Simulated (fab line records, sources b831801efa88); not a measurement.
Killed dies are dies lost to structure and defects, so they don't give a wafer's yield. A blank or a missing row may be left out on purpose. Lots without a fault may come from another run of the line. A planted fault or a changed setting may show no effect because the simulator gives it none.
fab line records | flow sky130 | part 1 of 2: steps 1 to 24 of 35
record lots=5 wafers=15 last_day=50
route steps=708 shown LDD_P@258 LDD_HVN@267 LDD_HVP@278 LDD_LDN@289
lots that met no fault: from a run of the same line without faults
start_h: hours from the record's first day to the start of the lot's first wafer shown | wait_h: hours since the lot's step before | " the same as in the row above | L1.1+2: a row that stands for several wafers | - no value, or no start given | * or withheld: withheld | < > ~ a bound
route shown NAME@n: a module of which the file shows steps, and the number in the route of the first | usual: mean/standard deviation of fault-free wafers | same: alike in all rows | chamber/n: place in a boat | sites: the reading at each site | _std_site: their standard deviation | _edge_site: outer sites' mean less inner sites' | radius_mm: how far each site lies from the wafer's centre | mask NAME#n: copy n | behind: the tool/chamber that last shaped the wafer | hold: why the lot was held/for how many hours/how that ended | device: the transistor (n, p or np) that didn't switch | end of line: the same wafers' tests at the end of the route | a step without rows: its recipe alone | killed: dies lost to structure and defects at the first sort, not the wafer's yield | map: a wafer's dies, x killed, . not, _ none there
set.NAME: the setting as run; set.NAME@STEP: as run at that earlier step | model.NAME: the simulator's own value behind a step, which no gauge read
lots at some steps of the route; a table a step, a row a wafer
services: from which hour (start_h, from the record's first day; less than 0 if before it) a tool's chamber was out of use, for how many hours, and why
## steps
# step SKY_LDD_P_SOFTBAKE_03
# recipe temp_c=90 time_s=60 resist=NOVOLAK
# usual exhaust_pa=45.0/0.9
# columns lot.wafer tool chamber start_h wait_h exhaust_pa
L081.2 litho_track-03 0 495.12 0.1 45.2
L081.3 " 0 " " 44.9
L081.5 " 0 " " 46.0
L083.1 litho_track-02 0 517.96 0.1 44.0
L083.3 " 0 " " 45.5
L083.6 " 0 " " 44.9
L085.1 litho_track-01 0 524.97 0.1 44.7
L085.2 " 0 " " 44.3
L085.6 " 0 " " 45.1
L088.1 litho_track-01 0 556.42 0.1 45.1
L088.4 " 0 " " 44.7
L088.5 " 0 " " 46.3
L097.1 litho_track-03 0 608.14 0.1 44.8
L097.4 " 0 " " 44.8
L097.5 " 0 " " 44.8
# step SKY_LDD_P_EXPOSE_04
# recipe mask_id=PSDM na=0.6 source_shape=conventional sigma_outer=0.6 polarization=unpolarized target_cd_nm=380 dose_mj=138
# usual stage_vel_mm_s=499.96/0.25
# columns lot.wafer tool chamber start_h wait_h mask stage_vel_mm_s
L081.2 iline_stepper-01 0 - - PSDM#0 499.31
L081.3 " 0 " " PSDM#0 499.89
L081.5 " 0 " " PSDM#0 499.98
L083.1 iline_stepper-01 0 - - PSDM#0 499.94
L083.3 " 0 " " PSDM#0 499.74
L083.6 " 0 " " PSDM#0 500.14
L085.1 iline_stepper-02 0 - - PSDM#0 500.08
L085.2 " 0 " " PSDM#0 500.07
L085.6 " 0 " " PSDM#0 500.38
L088.1 iline_stepper-01 0 - - PSDM#0 499.69
L088.4 " 0 " " PSDM#0 499.76
L088.5 " 0 " " PSDM#0 499.67
L097.1 iline_stepper-01 0 - - PSDM#0 500.07
L097.4 " 0 " " PSDM#0 499.93
L097.5 " 0 " " PSDM#0 499.72
# step SKY_LDD_P_PEB_05
# recipe temp_c=withheld time_s=* resist=NOVOLAK
# usual exhaust_pa=44.9/0.82
# columns lot.wafer tool chamber start_h wait_h exhaust_pa
L081.2 litho_track-02 0 - - 45.9
L081.3 " 0 " " 45.0
L081.5 " 0 " " 44.8
L083.1 litho_track-01 0 - - 45.2
L083.3 " 0 " " 45.5
L083.6 " 0 " " 45.3
L085.1 litho_track-02 0 - - 45.2
L085.2 " 0 " " 44.0
L085.6 " 0 " " 45.0
L088.1 litho_track-02 0 - - 44.8
L088.4 " 0 " " 44.5
L088.5 " 0 " " 44.4
L097.1 litho_track-02 0 - - 46.8
L097.4 " 0 " " 46.0
L097.5 " 0 " " 45.5
# step SKY_LDD_P_DEVELOP_06
# recipe resist=NOVOLAK developer=TMAH develop_time_s=60 dev_temp_c=23
# usual exhaust_pa=45.1/1.1
# columns lot.wafer tool chamber start_h wait_h exhaust_pa
L081.2 litho_track-02 0 509.63 0.1 43.4
L081.3 " 0 " " 44.0
L081.5 " 0 " " 44.4
L083.1 litho_track-01 0 533.17 0.1 44.6
L083.3 " 0 " " 43.6
L083.6 " 0 " " 45.6
L085.1 litho_track-02 0 538.81 0.1 42.9
L085.2 " 0 " " 45.1
L085.6 " 0 " " 43.9
L088.1 litho_track-02 0 570.76 0.1 47.1
L088.4 " 0 " " 45.8
L088.5 " 0 " " 46.5
L097.1 litho_track-02 0 623.16 0.1 44.9
L097.4 " 0 " " 44.7
L097.5 " 0 " " 47.4
# step SKY_LDD_P_CD_MEAS_07
# recipe target_cd_nm=380
# usual cd_nm=380.3/2.4
# columns lot.wafer tool chamber start_h wait_h cd_nm
L081.2 cd_sem-02 - 509.78 0.1 379.2
L081.3 " - " " 379.3
L081.5 " - " " 381.3
L083.1 cd_sem-01 - 533.32 0.1 381.3
L083.3 " - " " 380.3
L083.6 " - " " 381.2
L085.1 cd_sem-01 - 538.96 0.1 381.4
L085.2 " - " " 383.3
L085.6 " - " " 383.2
L088.1 cd_sem-01 - 570.91 0.1 382.9
L088.4 " - " " 381.3
L088.5 " - " " 383.4
L097.1 cd_sem-01 - 623.31 0.1 379.7
L097.4 " - " " 378.6
L097.5 " - " " 378.7
# step SKY_LDD_P_OVL_MEAS_08
# usual LDD_P_OVL=-0.4/1.7
# columns lot.wafer tool chamber start_h wait_h LDD_P_OVL[nm]
L081.2 overlay-01 - 509.88 0.1 0.5
L081.3 " - " " -1.0
L081.5 " - " " -0.6
L083.1 overlay-01 - 533.44 0.1 0.7
L083.3 " - " " -0.1
L083.6 " - " " 0.0
L085.1 overlay-01 - 539.08 0.1 2.6
L085.2 " - " " 2.3
L085.6 " - " " 1.8
L088.1 overlay-02 - 571.03 0.1 -1.8
L088.4 " - " " -2.2
L088.5 " - " " -3.6
L097.1 overlay-02 - 623.43 0.1 -1.2
L097.4 " - " " -2.4
L097.5 " - " " -2.5
# step SKY_LDD_P_IMPLANT_09
# recipe species=BF2 energy_kev=25 dose_cm2=1e+13 tilt_deg=withheld
# usual beam_energy_keV=25.000/0.0068
# columns lot.wafer tool chamber start_h wait_h beam_energy_keV
L081.2 implanter-01 0 509.94 0.0 25.005
L081.3 " 0 " " 25.007
L081.5 " 0 " " 24.993
L083.1 implanter-03 0 533.47 0.0 25.010
L083.3 " 0 " " 24.994
L083.6 " 0 " " 24.993
L085.1 implanter-02 0 539.11 0.0 25.008
L085.2 " 0 " " 25.008
L085.6 " 0 " " 25.002
L088.1 implanter-03 0 571.06 0.0 25.003
L088.4 " 0 " " 25.011
L088.5 " 0 " " 24.993
L097.1 implanter-02 0 623.46 0.0 25.010
L097.4 " 0 " " 24.989
L097.5 " 0 " " 25.010
# step SKY_LDD_P_STRIP_10
# recipe chemistry=O2/N2 power_w=1400 pressure_mtorr=1500 platen_temp_c=withheld o2_flow_sccm=3000 n2_flow_sccm=300 overash_fraction=0.5
# usual drypump_motor_current_A=5.8/0.5 oes_product_au=0.715/0.0046 strip_time_to_endpoint_s=14.18/0.047
# columns lot.wafer tool chamber start_h wait_h drypump_motor_current_A oes_product_au rf_hours_counter_h strip_time_to_endpoint_s
L081.2 plasma_asher-04 1 510.06 0.1 5.8 0.713 67 14.16
L081.3 " 1 " " 5.9 0.714 - 14.11
L081.5 " 0 " " 5.0 0.718 - 14.11
L083.1 plasma_asher-04 0 533.62 0.1 5.0 0.712 69 14.16
L083.3 " 1 " " 5.8 0.716 - 14.19
L083.6 " 0 " " 5.0 0.718 - 14.19
L085.1 plasma_asher-03 1 539.26 0.1 5.6 0.712 85 14.22
L085.2 " 0 " " 6.2 0.717 85 14.23
L085.6 " 0 " " 6.2 0.721 - 14.21
L088.1 plasma_asher-02 0 571.21 0.1 6.6 0.713 46 14.17
L088.4 " 0 " " 6.6 0.706 - 14.10
L088.5 " 0 " " 6.6 0.715 - 14.11
L097.1 plasma_asher-03 0 623.61 0.1 6.2 0.724 88 14.13
L097.4 " 0 " " 6.2 0.713 - 14.16
L097.5 " 1 " " 5.6 0.716 - 14.15
# step SKY_LDD_P_TW_MEAS_11
# usual LDD_P_TW=626/6.9
# columns lot.wafer tool chamber start_h wait_h LDD_P_TW
L081.2 film_metro-03 - 510.17 0.1 625
L081.3 " - " " 633
L081.5 " - " " 631
L083.1 film_metro-03 - 533.72 0.1 629
L083.3 " - " " 629
L083.6 " - " " 631
L085.1 film_metro-04 - 539.36 0.1 619
L085.2 " - " " 620
L085.6 " - " " 617
L088.1 film_metro-04 - 571.31 0.1 618
L088.4 " - " " 615
L088.5 " - " " 619
L097.1 film_metro-04 - 623.71 0.1 621
L097.4 " - " " 616
L097.5 " - " " 616
# step SKY_LDD_HVN_DEHYDRATE_00
# recipe temp_c=200 time_s=60
# usual exhaust_pa=45.2/0.91
# columns lot.wafer tool chamber start_h wait_h exhaust_pa
L081.2 litho_track-04 0 525.19 15.0 43.5
L081.3 " 0 " " 44.2
L081.5 " 0 " " 43.2
L083.1 litho_track-04 0 547.56 13.8 44.8
L083.3 " 0 " " 45.8
L083.6 " 0 " " 45.0
L085.1 litho_track-04 0 554.11 14.7 45.6
L085.2 " 0 " " 46.7
L085.6 " 0 " " 46.3
L088.1 litho_track-03 0 586.19 14.9 44.3
L088.4 " 0 " " 44.5
L088.5 " 0 " " 45.1
L097.1 litho_track-04 0 637.16 13.4 45.3
L097.4 " 0 " " 45.0
L097.5 " 0 " " 46.0
# step SKY_LDD_HVN_HMDS_01
# recipe prime_time_s=60 prime_temp_c=120
# usual exhaust_pa=45.2/0.8
# columns lot.wafer tool chamber start_h wait_h exhaust_pa
L081.2 litho_track-04 0 525.34 0.1 44.7
L081.3 " 0 " " 44.9
L081.5 " 0 " " 45.1
L083.1 litho_track-04 0 547.71 0.1 45.1
L083.3 " 0 " " 46.0
L083.6 " 0 " " 45.5
L085.1 litho_track-04 0 554.26 0.1 44.7
L085.2 " 0 " " 46.1
L085.6 " 0 " " 45.4
L088.1 litho_track-03 0 586.34 0.1 45.1
L088.4 " 0 " " 44.6
L088.5 " 0 " " 44.7
L097.1 litho_track-04 0 637.31 0.1 44.9
L097.4 " 0 " " 45.0
L097.5 " 0 " " 44.7
# step SKY_LDD_HVN_COAT_02
# recipe resist=NOVOLAK spin_rpm=3000 resist_thk_nm=300
# usual exhaust_pa=45.1/0.95 spin_speed_rpm=3000.2/2
# columns lot.wafer tool chamber start_h wait_h exhaust_pa spin_speed_rpm
L081.2 litho_track-04 0 525.49 0.1 46.5 3003.8
L081.3 " 0 " " 47.0 3001.1
L081.5 " 0 " " 46.4 3000.9
L083.1 litho_track-04 0 547.86 0.1 46.2 3000.9
L083.3 " 0 " " 45.3 2999.3
L083.6 " 0 " " 44.3 2998.9
L085.1 litho_track-04 0 554.41 0.1 45.2 2999.0
L085.2 " 0 " " 46.1 3001.2
L085.6 " 0 " " 45.5 3000.2
L088.1 litho_track-03 0 586.49 0.1 45.5 3001.3
L088.4 " 0 " " 46.1 2999.2
L088.5 " 0 " " 46.9 2998.7
L097.1 litho_track-04 0 637.46 0.1 46.1 3000.1
L097.4 " 0 " " 44.9 2998.5
L097.5 " 0 " " 46.6 2999.7
# step SKY_LDD_HVN_SOFTBAKE_03
# recipe temp_c=90 time_s=60 resist=NOVOLAK
# usual exhaust_pa=44.9/0.93
# columns lot.wafer tool chamber start_h wait_h exhaust_pa
L081.2 litho_track-04 0 525.64 0.1 45.9
L081.3 " 0 " " 44.3
L081.5 " 0 " " 45.4
L083.1 litho_track-04 0 548.01 0.1 44.4
L083.3 " 0 " " 43.9
L083.6 " 0 " " 44.4
L085.1 litho_track-04 0 554.56 0.1 46.5
L085.2 " 0 " " 44.8
L085.6 " 0 " " 45.1
L088.1 litho_track-03 0 586.64 0.1 45.0
L088.4 " 0 " " 44.2
L088.5 " 0 " " 44.5
L097.1 litho_track-04 0 637.61 0.1 45.7
L097.4 " 0 " " 44.0
L097.5 " 0 " " 45.3
# step SKY_LDD_HVN_EXPOSE_04
# recipe mask_id=HVNTM na=0.6 source_shape=conventional sigma_outer=0.6 polarization=unpolarized target_cd_nm=700 dose_mj=127
# usual stage_vel_mm_s=500.02/0.24
# columns lot.wafer tool chamber start_h wait_h mask stage_vel_mm_s
L081.2 iline_stepper-01 0 - - HVNTM#0 499.94
L081.3 " 0 " " HVNTM#0 500.41
L081.5 " 0 " " HVNTM#0 500.09
L083.1 iline_stepper-01 0 - - HVNTM#0 499.77
L083.3 " 0 " " HVNTM#0 499.65
L083.6 " 0 " " HVNTM#0 499.82
L085.1 iline_stepper-02 0 - - HVNTM#0 499.92
L085.2 " 0 " " HVNTM#0 500.07
L085.6 " 0 " " HVNTM#0 500.34
L088.1 iline_stepper-01 0 - - HVNTM#0 499.33
L088.4 " 0 " " HVNTM#0 499.84
L088.5 " 0 " " HVNTM#0 499.96
L097.1 iline_stepper-02 0 - - HVNTM#0 499.57
L097.4 " 0 " " HVNTM#0 499.64
L097.5 " 0 " " HVNTM#0 499.77
# step SKY_LDD_HVN_PEB_05
# recipe temp_c=withheld time_s=* resist=NOVOLAK
# usual exhaust_pa=45.0/0.92
# columns lot.wafer tool chamber start_h wait_h exhaust_pa
L081.2 litho_track-04 0 - - 46.1
L081.3 " 0 " " 46.1
L081.5 " 0 " " 45.5
L083.1 litho_track-04 0 - - 45.2
L083.3 " 0 " " 44.7
L083.6 " 0 " " 45.7
L085.1 litho_track-03 0 - - 44.4
L085.2 " 0 " " 44.9
L085.6 " 0 " " 46.1
L088.1 litho_track-04 0 - - 45.6
L088.4 " 0 " " 44.8
L088.5 " 0 " " 44.6
L097.1 litho_track-03 0 - - 44.1
L097.4 " 0 " " 44.3
L097.5 " 0 " " 45.0
# step SKY_LDD_HVN_DEVELOP_06
# recipe resist=NOVOLAK developer=TMAH develop_time_s=60 dev_temp_c=23
# usual exhaust_pa=44.9/0.86
# columns lot.wafer tool chamber start_h wait_h exhaust_pa
L081.2 litho_track-04 0 540.09 0.1 44.7
L081.3 " 0 " " 45.6
L081.5 " 0 " " 45.9
L083.1 litho_track-04 0 563.21 0.1 43.7
L083.3 " 0 " " 43.5
L083.6 " 0 " " 44.2
L085.1 litho_track-03 0 568.59 0.1 45.3
L085.2 " 0 " " 44.9
L085.6 " 0 " " 45.0
L088.1 litho_track-04 0 601.11 0.1 45.4
L088.4 " 0 " " 47.0
L088.5 " 0 " " 46.5
L097.1 litho_track-03 0 651.84 0.1 44.9
L097.4 " 0 " " 45.9
L097.5 " 0 " " 45.3
# step SKY_LDD_HVN_OVL_MEAS_07
# usual LDD_HVN_OVL=-0.7/1.5
# columns lot.wafer tool chamber start_h wait_h LDD_HVN_OVL[nm]
L081.2 overlay-01 - 540.22 0.1 -1.8
L081.3 " - " " -2.4
L081.5 " - " " -1.0
L083.1 overlay-01 - 563.36 0.1 -0.2
L083.3 " - " " 0.1
L083.6 " - " " -1.6
L085.1 overlay-01 - 568.74 0.1 -0.1
L085.2 " - " " -0.6
L085.6 " - " " -0.7
L088.1 overlay-01 - 601.26 0.1 -1.7
L088.4 " - " " -1.9
L088.5 " - " " -1.0
L097.1 overlay-02 - 651.99 0.1 -2.2
L097.4 " - " " -1.6
L097.5 " - " " -0.6
# step SKY_LDD_HVN_IMPLANT_08
# recipe species=P energy_kev=60 dose_cm2=3e+13 tilt_deg=40
# usual beam_energy_keV=59.995/0.019
# columns lot.wafer tool chamber start_h wait_h beam_energy_keV
L081.2 implanter-02 0 540.27 0.0 60.000
L081.3 " 0 " " 59.991
L081.5 " 0 " " 60.007
L083.1 implanter-02 0 563.40 0.0 59.985
L083.3 " 0 " " 59.953
L083.6 " 0 " " 59.988
L085.1 implanter-01 0 568.78 0.0 59.980
L085.2 " 0 " " 60.020
L085.6 " 0 " " 60.016
L088.1 implanter-02 0 601.30 0.0 59.946
L088.4 " 0 " " 59.975
L088.5 " 0 " " 59.945
L097.1 implanter-02 0 652.03 0.0 59.998
L097.4 " 0 " " 59.984
L097.5 " 0 " " 60.007
# step SKY_LDD_HVN_STRIP_09
# recipe chemistry=O2/N2 power_w=1400 pressure_mtorr=1500 platen_temp_c=withheld o2_flow_sccm=3000 n2_flow_sccm=300 overash_fraction=0.5
# usual drypump_motor_current_A=5.5/0.46 oes_product_au=0.408/0.0044 strip_time_to_endpoint_s=4.134/0.012
# columns lot.wafer tool chamber start_h wait_h drypump_motor_current_A oes_product_au rf_hours_counter_h strip_time_to_endpoint_s
L081.2 plasma_asher-01 1 540.40 0.1 4.9 0.405 11 4.129
L081.3 " 0 " " 5.8 0.414 - 4.138
L081.5 " 1 " " 4.9 0.405 - 4.138
L083.1 plasma_asher-01 1 563.55 0.1 4.9 0.402 14 4.137
L083.3 " 0 " " 5.8 0.410 - 4.132
L083.6 " 1 " " 4.9 0.407 - 4.135
L085.1 plasma_asher-01 0 568.93 0.1 5.8 0.410 15 4.137
L085.2 " 1 " " 4.9 0.409 15 4.133
L085.6 " 0 " " 5.8 0.410 - 4.140
L088.1 plasma_asher-01 1 601.45 0.1 4.9 0.405 19 4.120
L088.4 " 1 " " 4.9 0.409 - 4.130
L088.5 " 1 " " 4.9 0.405 - 4.131
L097.1 plasma_asher-03 1 652.18 0.1 5.6 0.412 92 4.132
L097.4 " 1 " " 5.6 0.414 - 4.130
L097.5 " 0 " " 6.2 0.412 - 4.135
# step SKY_LDD_HVN_TW_MEAS_10
# usual LDD_HVN_TW=1425/8.5
# columns lot.wafer tool chamber start_h wait_h LDD_HVN_TW
L081.2 film_metro-02 - 540.51 0.1 1430
L081.3 " - " " 1431
L081.5 " - " " 1422
L083.1 film_metro-02 - 563.65 0.1 1420
L083.3 " - " " 1416
L083.6 " - " " 1411
L085.1 film_metro-03 - 569.03 0.1 1416
L085.2 " - " " 1416
L085.6 " - " " 1412
L088.1 film_metro-01 - 601.55 0.1 1426
L088.4 " - " " 1433
L088.5 " - " " 1438
L097.1 film_metro-02 - 652.28 0.1 1433
L097.4 " - " " 1433
L097.5 " - " " 1433
# step SKY_LDD_HVP_DEHYDRATE_00
# recipe temp_c=200 time_s=60
# usual exhaust_pa=44.8/0.88
# columns lot.wafer tool chamber start_h wait_h exhaust_pa
L081.2 litho_track-03 0 555.37 14.8 43.9
L081.3 " 0 " " 45.7
L081.5 " 0 " " 44.8
L083.1 litho_track-03 0 577.69 14.0 43.0
L083.3 " 0 " " 44.6
L083.6 " 0 " " 45.1
L085.1 litho_track-02 0 583.01 14.0 45.5
L085.2 " 0 " " 44.6
L085.6 " 0 " " 43.5
L088.1 litho_track-02 0 615.61 14.0 42.9
L088.4 " 0 " " 45.8
L088.5 " 0 " " 43.9
L097.1 litho_track-02 0 665.31 13.0 44.5
L097.4 " 0 " " 44.8
L097.5 " 0 " " 44.4
# step SKY_LDD_HVP_HMDS_01
# recipe prime_time_s=60 prime_temp_c=120
# usual exhaust_pa=45.0/0.91
# columns lot.wafer tool chamber start_h wait_h exhaust_pa
L081.2 litho_track-03 0 555.52 0.1 45.2
L081.3 " 0 " " 45.3
L081.5 " 0 " " 43.5
L083.1 litho_track-03 0 577.84 0.1 43.8
L083.3 " 0 " " 44.8
L083.6 " 0 " " 43.5
L085.1 litho_track-02 0 583.16 0.1 45.8
L085.2 " 0 " " 46.2
L085.6 " 0 " " 45.3
L088.1 litho_track-02 0 615.76 0.1 44.7
L088.4 " 0 " " 46.0
L088.5 " 0 " " 45.7
L097.1 litho_track-02 0 665.46 0.1 44.4
L097.4 " 0 " " 43.9
L097.5 " 0 " " 43.9
# step SKY_LDD_HVP_COAT_02
# recipe resist=NOVOLAK spin_rpm=3000 resist_thk_nm=300
# usual exhaust_pa=45.1/0.8 spin_speed_rpm=3000.1/1.9
# columns lot.wafer tool chamber start_h wait_h exhaust_pa spin_speed_rpm
L081.2 litho_track-03 0 555.67 0.1 45.7 3001.7
L081.3 " 0 " " 45.7 2998.2
L081.5 " 0 " " 44.0 2997.2
L083.1 litho_track-03 0 577.99 0.1 44.4 2998.2
L083.3 " 0 " " 44.1 3001.7
L083.6 " 0 " " 43.9 2999.8
L085.1 litho_track-02 0 583.31 0.1 44.1 3000.2
L085.2 " 0 " " 46.4 2999.6
L085.6 " 0 " " 45.1 3002.0
L088.1 litho_track-02 0 615.91 0.1 45.2 3001.0
L088.4 " 0 " " 45.7 3000.8
L088.5 " 0 " " 45.3 3001.2
L097.1 litho_track-02 0 665.61 0.1 44.6 3003.5
L097.4 " 0 " " 44.6 2999.9
L097.5 " 0 " " 45.3 3002.8
# step SKY_LDD_HVP_SOFTBAKE_03
# recipe temp_c=90 time_s=60 resist=NOVOLAK
# usual exhaust_pa=45.1/0.87
# columns lot.wafer tool chamber start_h wait_h exhaust_pa
L081.2 litho_track-03 0 555.82 0.1 44.9
L081.3 " 0 " " 46.2
L081.5 " 0 " " 45.8
L083.1 litho_track-03 0 578.14 0.1 45.8
L083.3 " 0 " " 46.9
L083.6 " 0 " " 46.6
L085.1 litho_track-02 0 583.46 0.1 45.4
L085.2 " 0 " " 44.7
L085.6 " 0 " " 44.5
L088.1 litho_track-02 0 616.06 0.1 42.6
L088.4 " 0 " " 44.1
L088.5 " 0 " " 45.5
L097.1 litho_track-02 0 665.76 0.1 45.8
L097.4 " 0 " " 45.9
L097.5 " 0 " " 45.8
